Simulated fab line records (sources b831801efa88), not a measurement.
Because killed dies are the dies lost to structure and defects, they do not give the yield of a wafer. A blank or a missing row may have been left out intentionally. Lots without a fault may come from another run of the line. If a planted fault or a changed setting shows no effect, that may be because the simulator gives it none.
fab line records ; flow sky130
[record] lots = 7; wafers = 21; last-day = 50
route steps=708 shown LDD_LDN@294 SPACER@304 PAD_OPEN@708
lots that met no fault: from a run of the same line without faults
start-h: hours from the record's opening day to when the first of the lot's shown wafers began ; wait-h: time in hours since the lot's previous step ; " unchanged from the row above ; L1.1+2: a row that stands for several wafers ; - no value, or no start given ; * or withheld: withheld ; < > ~ a bound
route shown NAME@n: names a module that has steps shown in the file, with the first one's number in the route ; usual: mean and standard deviation over wafers with no fault ; same: alike in all rows ; chamber/n: place in a boat ; sites: readings site by site ; _std_site: how widely they spread, as a standard deviation ; _edge_site: the outer-site mean with the inner-site mean subtracted ; radius-mm: how far each site lies from the wafer's centre ; mask NAME#n: copy n ; behind: the most recent tool/chamber to have shaped the wafer ; hold: why the lot went on hold/how many hours it stayed there/how the hold came to an end ; device: whichever transistor did not switch (one of n, p or np) ; end of line: the same wafers' tests at the end of the route ; step lacking rows: just its recipe ; killed: count of dies lost to structure and defects at first sort (not the wafer's yield) ; map: a wafer's dies, x killed, . not, _ none there
set.NAME: the run value of the setting; set.NAME@STEP: its run value at that earlier step ; model.NAME: the simulator's own value behind a step, which no gauge read
lots seen at some steps along the route; tables by step, rows by wafer
services: from which hour (start-h, from the record's first day; less than 0 if before it) a tool's chamber was out of use, for how many hours, and why
[[steps]]
[step SKY_LDD_LDN_PEB_05]
[recipe] temp-c = withheld; time-s = *; resist = NOVOLAK
[step SKY_LDD_LDN_DEVELOP_06]
[recipe] resist = NOVOLAK; developer = TMAH; develop-time-s = 60; dev-temp-c = 23
[step SKY_LDD_LDN_OVL_MEAS_07]
[usual] LDD_LDN_OVL = -0.7/1.3
lot.wafer;tool;chamber;start-h;wait-h;LDD_LDN_OVL[nm]
L955.1;overlay-01;-;629.03;0.1;0.4
L955.2;overlay-01;-;629.03;0.1;-0.3
L955.3;overlay-01;-;629.03;0.1;-0.1
L956.1;overlay-01;-;645.88;0.1;-1.4
L956.3;overlay-01;-;645.88;0.1;-2.3
L956.5;overlay-01;-;645.88;0.1;-3.0
L957.1;overlay-02;-;646.84;0.1;-1.0
L957.4;overlay-02;-;646.84;0.1;1.6
L957.5;overlay-02;-;646.84;0.1;-0.9
L960.1;overlay-01;-;671.18;0.1;-0.3
L960.2;overlay-01;-;671.18;0.1;0.1
L960.5;overlay-01;-;671.18;0.1;-0.7
L962.1;overlay-01;-;686.94;0.1;-0.4
L962.4;overlay-01;-;686.94;0.1;-0.6
L962.6;overlay-01;-;686.94;0.1;-1.9
L964.1;overlay-02;-;698.28;0.1;-2.6
L964.2;overlay-02;-;698.28;0.1;-1.0
L964.5;overlay-02;-;698.28;0.1;-1.5
L967.4;overlay-02;-;720.95;0.1;-1.8
L967.5;overlay-02;-;720.95;0.1;-1.1
L967.6;overlay-02;-;720.95;0.1;-1.2
[step SKY_LDD_LDN_IMPLANT_08]
[recipe] species = As; energy-kev = 15; dose-cm2 = 1.25e+13; tilt-deg = withheld; rotation-deg = 23
[step SKY_LDD_LDN_IMPLANT_09]
[recipe] species = As; energy-kev = 15; dose-cm2 = 1.25e+13; tilt-deg = withheld; rotation-deg = 113
[step SKY_LDD_LDN_IMPLANT_10]
[recipe] species = As; energy-kev = 15; dose-cm2 = 1.25e+13; tilt-deg = withheld; rotation-deg = 203
[step SKY_LDD_LDN_IMPLANT_11]
[recipe] species = As; energy-kev = 15; dose-cm2 = 1.25e+13; tilt-deg = withheld; rotation-deg = 293
[step SKY_LDD_LDN_STRIP_12]
[recipe] chemistry = O2/N2; power-w = 1400; pressure-mtorr = 1500; platen-temp-c = withheld; o2-flow-sccm = 3000; n2-flow-sccm = 300; overash-fraction = 0.5
[usual] chamber-pressure-mTorr = 1500.0/1.3; drypump-motor-current-A = 5.7/0.51; oes-product-au = 0.716/0.0042; strip-time-to-endpoint-s = 14.17/0.038
lot.wafer;tool;chamber;start-h;wait-h;chamber-pressure-mTorr;drypump-motor-current-A;oes-product-au;rf-hours-counter-h;strip-time-to-endpoint-s
L955.1;plasma-asher-04;1;629.67;0.1;1499.6;4.9;0.721;20;14.14
L955.2;plasma-asher-04;0;629.67;0.1;1500.8;5.6;0.717;20;14.16
L955.3;plasma-asher-04;1;629.67;0.1;1502.3;4.9;0.717;-;14.18
L956.1;plasma-asher-01;0;646.52;0.1;1496.6;5.7;0.715;85;14.23
L956.3;plasma-asher-01;1;646.52;0.1;1500.2;5.3;0.721;-;14.21
L956.5;plasma-asher-01;1;646.52;0.1;1502.5;5.3;0.723;-;14.19
L957.1;plasma-asher-03;1;647.48;0.1;1496.9;6.3;0.715;53;14.16
L957.4;plasma-asher-03;0;647.48;0.1;1499.0;6.2;0.718;-;14.18
L957.5;plasma-asher-03;1;647.48;0.1;1498.1;6.2;0.711;-;14.18
L960.1;plasma-asher-03;1;671.82;0.1;1501.8;6.3;0.711;56;14.12
L960.2;plasma-asher-03;0;671.82;0.1;1500.9;6.2;0.722;56;14.15
L960.5;plasma-asher-03;0;671.82;0.1;1499.0;6.2;0.714;-;14.16
L962.1;plasma-asher-04;0;687.58;0.1;1501.6;5.6;0.715;26;14.09
L962.4;plasma-asher-04;0;687.58;0.1;1500.6;5.6;0.714;-;14.14
L962.6;plasma-asher-04;1;687.58;0.1;1500.4;4.9;0.723;-;14.08
L964.1;plasma-asher-01;0;698.92;0.1;1499.9;5.7;0.717;91;14.18
L964.2;plasma-asher-01;1;698.92;0.1;1498.5;5.3;0.717;91;14.17
L964.5;plasma-asher-01;0;698.92;0.1;1500.5;5.7;0.721;-;14.18
L967.4;plasma-asher-03;0;721.60;0.1;1502.5;6.2;0.715;-;14.17
L967.5;plasma-asher-03;1;721.60;0.1;1500.1;6.2;0.719;-;14.18
L967.6;plasma-asher-03;0;721.60;0.1;1502.0;6.2;0.716;-;14.18
[step SKY_LDD_LDN_TW_MEAS_13]
[usual] LDD_LDN_TW = 1459/9.4
lot.wafer;tool;chamber;start-h;wait-h;LDD_LDN_TW
L955.1;film-metro-03;-;629.77;0.1;1462
L955.2;film-metro-03;-;629.77;0.1;1461
L955.3;film-metro-03;-;629.77;0.1;1458
L956.1;film-metro-02;-;646.62;0.1;1467
L956.3;film-metro-02;-;646.62;0.1;1478
L956.5;film-metro-02;-;646.62;0.1;1465
L957.1;film-metro-03;-;647.58;0.1;1449
L957.4;film-metro-03;-;647.58;0.1;1456
L957.5;film-metro-03;-;647.58;0.1;1454
L960.1;film-metro-03;-;671.92;0.1;1457
L960.2;film-metro-03;-;671.92;0.1;1461
L960.5;film-metro-03;-;671.92;0.1;1451
L962.1;film-metro-02;-;687.68;0.1;1474
L962.4;film-metro-02;-;687.68;0.1;1470
L962.6;film-metro-02;-;687.68;0.1;1463
L964.1;film-metro-03;-;699.02;0.1;1456
L964.2;film-metro-03;-;699.02;0.1;1453
L964.5;film-metro-03;-;699.02;0.1;1457
L967.4;film-metro-03;-;721.70;0.1;1446
L967.5;film-metro-03;-;721.70;0.1;1452
L967.6;film-metro-03;-;721.70;0.1;1452
[step SKY_LDD_LDN_CLEAN_14]
[recipe] chemistry = SC1/SC2; mix = 1:4:20; temp-c = 70; time-s = 150; dry = n2-spin
[step SKY_SPACER_CVD_00]
[recipe] material = Si3N4; precursor = DCS/NH3; target-thk-nm = 43.1; temp-c = 770; time-s = 740; pressure-mtorr = 250
[step SKY_SPACER_THK_MEAS_01]
[recipe] reads = Si3N4_of_SPACER_CVD_00
[usual] SPACER_CVD_00_THK = 43.1/0.55
lot.wafer;tool;chamber;start-h;wait-h;SPACER_CVD_00_THK[nm]
L955.1;film-metro-01;-;631.68;0.0;43.1
L955.2;film-metro-01;-;631.68;0.0;42.9
L955.3;film-metro-01;-;631.68;0.0;42.8
L956.1;film-metro-04;-;647.94;0.0;42.4
L956.3;film-metro-04;-;647.94;0.0;42.2
L956.5;film-metro-04;-;647.94;0.0;42.0
L957.1;film-metro-03;-;651.55;0.0;43.9
L957.4;film-metro-03;-;651.55;0.0;43.9
L957.5;film-metro-03;-;651.55;0.0;43.5
L960.1;film-metro-04;-;673.24;0.0;42.6
L960.2;film-metro-04;-;673.24;0.0;42.6
L960.5;film-metro-04;-;673.24;0.0;42.7
L962.1;film-metro-04;-;688.99;0.0;42.7
L962.4;film-metro-04;-;688.99;0.0;43.4
L962.6;film-metro-04;-;688.99;0.0;43.0
L964.1;film-metro-04;-;701.95;0.0;42.8
L964.2;film-metro-04;-;701.95;0.0;42.5
L964.5;film-metro-04;-;701.95;0.0;42.7
L967.4;film-metro-03;-;723.07;0.0;43.2
L967.5;film-metro-03;-;723.07;0.0;42.7
L967.6;film-metro-03;-;723.07;0.0;42.5
[step SKY_SPACER_ETCHBACK_02]
[recipe] chemistry = CH3F/O2; target = Si3N4; stop-on = SiO2; source-w = 400; bias-w = 80; pressure-mtorr = 25; ch3f-flow-sccm = 40; O2_flow_sccm = 30; time-s = 46.7; target-depth-a = 450
[usual] O2_flow_sccm = 29.99/0.096; bias-w = 79.98/0.23; chamber-pressure-mTorr = 25.002/0.022; drypump-motor-current-A = 5.5/0.38; oes-product-au = 0.855/0.0078; rf-fwd-power-W = 396.3/1.7; throttle-valve-pct = 10.562/0.0087
lot.wafer;tool;chamber;start-h;wait-h;O2_flow_sccm;bias-w;chamber-pressure-mTorr;drypump-motor-current-A;oes-product-au;rf-fwd-power-W;rf-hours-counter-h;throttle-valve-pct
L955.1;rie-diel-03;0;631.74;0.1;-;-;-;-;-;-;-;-
L955.2;rie-diel-03;1;631.74;0.1;-;-;-;-;-;-;-;-
L955.3;rie-diel-03;3;631.74;0.1;-;-;-;-;-;-;-;-
L956.1;rie-diel-01;2;648.00;0.1;-;-;-;-;-;-;-;-
L956.3;rie-diel-01;3;648.00;0.1;-;-;-;-;-;-;-;-
L956.5;rie-diel-01;0;648.00;0.1;-;-;-;-;-;-;-;-
L957.1;rie-diel-04;0;651.61;0.1;-;-;-;-;-;-;-;-
L957.4;rie-diel-04;2;651.61;0.1;-;-;-;-;-;-;-;-
L957.5;rie-diel-04;1;651.61;0.1;-;-;-;-;-;-;-;-
L960.1;rie-diel-04;0;673.30;0.1;30.13;80.09;24.990;5.5;0.852;395.6;8;10.569
L960.2;rie-diel-04;2;673.30;0.1;30.02;80.18;24.999;5.7;0.851;393.9;9;10.551
L960.5;rie-diel-04;1;673.30;0.1;29.93;79.80;25.029;5.0;0.854;398.1;-;10.568
L962.1;rie-diel-01;1;689.05;0.1;29.95;80.14;25.014;5.0;0.853;392.2;13;10.552
L962.4;rie-diel-01;0;689.05;0.1;29.97;80.15;24.964;5.6;0.855;398.0;54;10.556
L962.6;rie-diel-01;3;689.05;0.1;30.03;80.12;24.989;6.1;0.849;398.4;-;10.561
L964.1;rie-diel-01;2;702.01;0.1;30.00;79.88;25.016;5.5;0.854;396.9;14;10.571
L964.2;rie-diel-01;3;702.01;0.1;30.00;80.27;25.023;6.1;0.858;400.2;28;10.584
L964.5;rie-diel-01;0;702.01;0.1;30.17;79.78;25.007;5.6;0.856;397.0;-;10.546
L967.4;rie-diel-03;0;723.12;0.0;30.03;79.27;25.042;5.4;0.845;397.8;-;10.559
L967.5;rie-diel-03;3;723.12;0.0;30.05;79.86;25.002;6.4;0.857;394.6;-;10.565
L967.6;rie-diel-03;1;723.12;0.0;29.86;79.79;25.001;5.3;0.852;396.5;-;10.560
[step SKY_PAD_OPEN_PROBE_99]
[usual] killed_at_M0_to_M3 = 43/7.8; killed_at_M4_up = 3.2/1.9; killed-at-contacts = 24/5; killed-at-front-end = 14/4.5; killed-at-other = 0.2/0.41; killed-dies = 84/9.6; killed-on-rim = 17/3.8; killed-open = 47/6.9; killed-short = 38/6
[same] gross-dies = 492; killed-at-back-side = 0
lot.wafer;tool;chamber;start-h;wait-h;killed_at_M0_to_M3;killed_at_M4_up;killed-at-contacts;killed-at-front-end;killed-at-other;killed-dies;killed-on-rim;killed-open;killed-short
L955.1;prober-02;-;1146.70;0.1;39;3;23;426;1;492;96;50;33
L955.2;prober-02;-;1146.75;0.1;45;6;21;420;0;492;96;52;34
L955.3;prober-02;-;1146.80;0.2;40;3;26;423;0;492;96;41;37
L956.1;prober-01;-;1154.16;0.1;29;3;26;434;0;492;96;39;32
L956.3;prober-01;-;1154.26;0.2;37;6;23;426;0;492;96;50;37
L956.5;prober-01;-;1154.36;0.2;40;0;28;424;0;492;96;39;37
L957.1;prober-02;-;1155.70;0.1;40;3;21;428;0;492;96;41;36
L957.4;prober-02;-;1155.85;0.2;25;3;21;442;1;492;96;32;29
L957.5;prober-02;-;1155.90;0.2;44;5;21;422;0;492;96;42;35
L960.1;prober-01;-;1175.02;0.1;23;6;21;14;0;64;17;33;31
L960.2;prober-01;-;1175.07;0.1;53;2;24;21;1;101;22;59;42
L960.5;prober-01;-;1175.22;0.2;36;1;23;19;0;79;12;42;37
L962.1;prober-01;-;1180.10;0.1;43;3;21;12;0;79;14;43;36
L962.4;prober-01;-;1180.25;0.2;35;1;23;23;0;82;16;44;38
L962.6;prober-01;-;1180.35;0.2;48;2;19;17;0;86;15;46;40
L964.1;prober-01;-;1187.67;0.1;48;2;22;10;1;83;12;49;34
L964.2;prober-01;-;1187.72;0.1;40;4;18;10;0;72;13;48;24
L964.5;prober-01;-;1187.87;0.2;40;5;30;12;1;88;11;41;47
L967.4;prober-01;-;1196.51;0.2;52;6;27;11;0;96;12;53;43
L967.5;prober-01;-;1196.56;0.2;40;1;31;7;1;80;18;46;34
L967.6;prober-01;-;1196.61;0.2;42;5;29;6;0;82;18;45;37
// killed by level:class
L955.1 SPACER:area-etchback=409 VIA1:geometric-particle:open=16 CONTACT:geometric-particle:open=10 FIELD_ISO:geometric-particle:short=5 SPACER:geometric-particle:short=4 VIA3:geometric-particle:open=4 LI_CONTACT:geometric-particle:open=4 LOCAL_INTERCONNECT:geometric-particle:short=4
L955.2 SPACER:area-etchback=406 VIA1:geometric-particle:open=13 CONTACT:geometric-particle:open=8 VIA3:geometric-particle:open=7 LI_CONTACT:geometric-particle:open=6 METAL1:geometric-particle:short=6 FIELD_ISO:geometric-particle:open=5 VIA2:geometric-particle:open=5
L955.3 SPACER:area-etchback=414 LI_CONTACT:geometric-particle:open=8 VIA3:geometric-particle:open=8 LI_CONTACT:geometric-particle:short=7 CONTACT:geometric-particle:open=7 VIA1:geometric-particle:open=6 METAL1:geometric-particle:short=5 METAL3:geometric-particle:short=5
L956.1 SPACER:area-etchback=421 CONTACT:geometric-particle:open=9 LOCAL_INTERCONNECT:geometric-particle:short=6 FIELD_ISO:geometric-particle:short=5 LI_CONTACT:geometric-particle:open=5 METAL1:geometric-particle:short=5 VIA1:geometric-particle:open=5 VIA3:geometric-particle:open=5
L956.3 SPACER:area-etchback=405 VIA1:geometric-particle:open=12 POLY_GATE:geometric-particle:open=8 LI_CONTACT:geometric-particle:open=8 LOCAL_INTERCONNECT:geometric-particle:short=6 VIA3:geometric-particle:open=6 CONTACT:geometric-particle:short=5 METAL1:geometric-particle:short=5
L956.5 SPACER:area-etchback=416 METAL1:geometric-particle:short=10 LI_CONTACT:geometric-particle:open=8 VIA1:geometric-particle:open=8 LOCAL_INTERCONNECT:geometric-particle:short=7 VIA1:geometric-particle:short=7 CONTACT:geometric-particle:open=6 FIELD_ISO:geometric-particle:open=5
L957.1 SPACER:area-etchback=415 VIA2:geometric-particle:open=11 VIA1:geometric-particle:open=8 LI_CONTACT:geometric-particle:open=7 FIELD_ISO:geometric-particle:short=6 CONTACT:geometric-particle:open=5 METAL1:geometric-particle:short=5 FIELD_ISO:geometric-particle:open=4
L957.4 SPACER:area-etchback=431 CONTACT:geometric-particle:open=10 METAL1:geometric-particle:short=6 CONTACT:geometric-particle:short=4 VIA2:geometric-particle:open=4 VIA3:geometric-particle:open=4 SONOS_ONO:geometric-particle:open=3 SPACER:geometric-particle:short=3
L957.5 SPACER:area-etchback=415 METAL2:geometric-particle:short=9 VIA1:geometric-particle:open=9 VIA3:geometric-particle:open=8 LI_CONTACT:geometric-particle:open=7 CONTACT:geometric-particle:open=6 VIA1:geometric-particle:short=6 VIA2:geometric-particle:open=4
L960.1 CONTACT:geometric-particle:open=7 CONTACT:geometric-particle:short=5 POLY_GATE:geometric-particle:open=4 LI_CONTACT:geometric-particle:open=4 VIA1:geometric-particle:short=4 VIA3:geometric-particle:open=4 METAL4:geometric-particle:short=4 POLY_GATE:geometric-particle:short=3
L960.2 VIA1:geometric-particle:open=17 METAL1:geometric-particle:short=11 LI_CONTACT:geometric-particle:open=9 VIA2:geometric-particle:open=6 POLY_GATE:geometric-particle:open=5 METAL2:geometric-particle:short=5 VIA3:geometric-particle:open=5 FIELD_ISO:geometric-particle:open=4
L960.5 LI_CONTACT:geometric-particle:open=7 METAL1:geometric-particle:short=7 VIA2:geometric-particle:open=7 CONTACT:geometric-particle:open=6 VIA3:geometric-particle:open=6 METAL3:geometric-particle:short=4 POLY_GATE:geometric-particle:short=4 SPACER:geometric-particle:short=4
L962.1 CONTACT:geometric-particle:open=14 VIA1:geometric-particle:open=11 METAL2:geometric-particle:short=9 METAL1:geometric-particle:short=5 VIA2:geometric-particle:open=5 POLY_GATE:geometric-particle:short=4 VIA2:geometric-particle:short=3 LI_CONTACT:geometric-particle:open=3
L962.4 LI_CONTACT:geometric-particle:open=10 VIA1:geometric-particle:open=7 VIA3:geometric-particle:open=7 FIELD_ISO:geometric-particle:short=6 POLY_GATE:geometric-particle:open=6 METAL1:geometric-particle:short=5 CONTACT:geometric-particle:open=4 METAL2:geometric-particle:short=4
L962.6 METAL1:geometric-particle:short=8 FIELD_ISO:geometric-particle:short=7 CONTACT:geometric-particle:open=7 VIA3:geometric-particle:open=7 VIA1:geometric-particle:open=6 METAL2:geometric-particle:short=6 VIA2:geometric-particle:open=6 FIELD_ISO:geometric-particle:open=5
L964.1 VIA1:geometric-particle:open=13 LI_CONTACT:geometric-particle:open=8 VIA2:geometric-particle:open=8 METAL2:geometric-particle:short=8 CONTACT:geometric-particle:open=6 VIA3:geometric-particle:open=6 CONTACT:geometric-particle:short=5 METAL1:geometric-particle:short=5
L964.2 CONTACT:geometric-particle:open=12 VIA1:geometric-particle:open=12 VIA3:geometric-particle:open=7 FIELD_ISO:geometric-particle:short=5 VIA1:geometric-particle:short=5 METAL1:geometric-particle:short=4 LI_CONTACT:geometric-particle:open=3 VIA2:geometric-particle:open=3
L964.5 VIA1:geometric-particle:open=11 LI_CONTACT:geometric-particle:open=9 METAL1:geometric-particle:short=8 LOCAL_INTERCONNECT:geometric-particle:short=7 CONTACT:geometric-particle:short=6 VIA3:geometric-particle:open=5 CONTACT:geometric-particle:open=5 FIELD_ISO:geometric-particle:short=4
L967.4 VIA1:geometric-particle:open=13 CONTACT:geometric-particle:open=11 METAL2:geometric-particle:short=8 VIA2:geometric-particle:open=7 LI_CONTACT:geometric-particle:open=7 METAL1:geometric-particle:short=6 VIA1:geometric-particle:short=5 METAL3:geometric-particle:short=5
L967.5 CONTACT:geometric-particle:short=11 VIA1:geometric-particle:open=9 LI_CONTACT:geometric-particle:open=8 CONTACT:geometric-particle:open=7 VIA3:geometric-particle:open=5 VIA2:geometric-particle:open=5 METAL3:geometric-particle:short=3 LOCAL_INTERCONNECT:geometric-particle:short=3
L967.6 VIA1:geometric-particle:open=8 LI_CONTACT:geometric-particle:open=8 VIA3:geometric-particle:open=8 METAL3:geometric-particle:short=7 CONTACT:geometric-particle:open=6 CONTACT:geometric-particle:short=5 LOCAL_INTERCONNECT:geometric-particle:short=5 METAL1:geometric-particle:short=5
// map L955.1 (x killed, . not)
__________xxxxxxxxxx_________
________xxxxxxxxxxxxxx_______
______xxxxxxxxxxxxxxxxxx_____
_____xxxxxxxxxxxxxxxxxxxx____
____xxxxxxxxxxxxxxxxxxxxxx___
___xxxxxxxxxxxxxxxxxxxxxxxx__
__xxxxxxxxxxxxxxxxxxxxxxxxxx_
_xxxxxxxxxxxxxxxxxxxxxxxxxxxx
_xxxxxxxxxxxxxxxxxxxxxxxxxxxx
_xxxxxxxxxxxxxxxxxxxxxxxxxxxx
_xxxxxxxxxxxxxxxxxxxxxxxxxxxx
_xxxxxxxxxxxxxxxxxxxxxxxxxxxx
_xxxxxxxxxxxxxxxxxxxxxxxxxxxx
_xxxxxxxxxxxxxxxxxxxxxxxxxxxx
_xxxxxxxxxxxxxxxxxxxxxxxxxxxx
__xxxxxxxxxxxxxxxxxxxxxxxxxx_
___xxxxxxxxxxxxxxxxxxxxxxxx__
____xxxxxxxxxxxxxxxxxxxxxx___
_____xxxxxxxxxxxxxxxxxxxx____
______xxxxxxxxxxxxxxxxxx_____
________xxxxxxxxxxxxxx_______
__________xxxxxxxxxx_________
// map L956.1 (x killed, . not)
__________xxxxxxxxxx_________
________xxxxxxxxxxxxxx_______
______xxxxxxxxxxxxxxxxxx_____
_____xxxxxxxxxxxxxxxxxxxx____
____xxxxxxxxxxxxxxxxxxxxxx___
___xxxxxxxxxxxxxxxxxxxxxxxx__
__xxxxxxxxxxxxxxxxxxxxxxxxxx_
_xxxxxxxxxxxxxxxxxxxxxxxxxxxx
_xxxxxxxxxxxxxxxxxxxxxxxxxxxx
_xxxxxxxxxxxxxxxxxxxxxxxxxxxx
_xxxxxxxxxxxxxxxxxxxxxxxxxxxx
_xxxxxxxxxxxxxxxxxxxxxxxxxxxx
_xxxxxxxxxxxxxxxxxxxxxxxxxxxx
_xxxxxxxxxxxxxxxxxxxxxxxxxxxx
_xxxxxxxxxxxxxxxxxxxxxxxxxxxx
__xxxxxxxxxxxxxxxxxxxxxxxxxx_
___xxxxxxxxxxxxxxxxxxxxxxxx__
____xxxxxxxxxxxxxxxxxxxxxx___
_____xxxxxxxxxxxxxxxxxxxx____
______xxxxxxxxxxxxxxxxxx_____
________xxxxxxxxxxxxxx_______
__________xxxxxxxxxx_________
[[services]]
tool;chamber;start-h;hours;kind
rie-diel-04;3;621.04;-;clean
rie-diel-04;3;621.04;17.6;scheduled-down
rie-diel-04;3;621.04;17.6;vent-cycle
plasma-asher-04;-;630.75;2.6;repair
rie-diel-01;-;659.44;2.8;pm
rie-diel-03;1;660.98;5.6;repair
rie-diel-03;1;681.41;-;clean
rie-diel-03;1;681.41;13.4;scheduled-down
rie-diel-03;1;681.41;13.4;vent-cycle
plasma-asher-03;-;698.24;2.8;pm
rie-diel-04;0;700.77;4.4;repair
rie-diel-03;1;708.98;3.2;repair
rie-diel-03;2;712.19;-;clean
rie-diel-03;2;712.19;15.0;scheduled-down
rie-diel-03;2;712.19;15.0;vent-cycle
rie-diel-01;0;713.89;8.3;repair
rie-diel-03;-;718.48;0.3;repair
rie-diel-01;0;722.19;-;clean
rie-diel-01;0;722.19;11.0;scheduled-down
rie-diel-01;0;722.19;11.0;vent-cycle
[[key]]
[first-sign] step = SKY_SPACER_ETCHBACK_02; reading = tool-record; direction = missing
[effect] step = SKY_PAD_OPEN_PROBE_99; reading = killed-at-front-end; direction = up; sigmas = 92; usual = 14; struck = 427
[more-kills-born-at] SKY_SPACER_ETCHBACK_02@rie-diel-04 = 1260; SKY_SPACER_ETCHBACK_02@rie-diel-01 = 1241; SKY_SPACER_ETCHBACK_02@rie-diel-03 = 1229
met-at SKY_SPACER_ETCHBACK_02
struck-wafers L955.1,L955.2,L955.3,L956.1,L956.3,L956.5,L957.1,L957.4,L957.5
later-rows-left-out L955.1,L955.2,L955.3,L956.1,L956.3,L956.5,L957.1,L957.4,L957.5
tester-left-out L955,L956,L957
[fault] kind = skipped-step-whole; tool = rie-diel-01,rie-diel-03,rie-diel-04; chamber = -; onset-h = 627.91; steps = SKY_SPACER_ETCHBACK_02; scope = struck-lots-only
// tester-left-out: of these lots the tester's yield and bins aren't shown, on N5 and GAA mostly nor the transistor test; their killed dies are dies lost to structure and defects alone, not to doping, threshold or leakage, so they don't give the yield
// later-rows-left-out: the simulator's readings of these wafers behind a module that went badly wrong aren't trusted and aren't shown, but for the sort
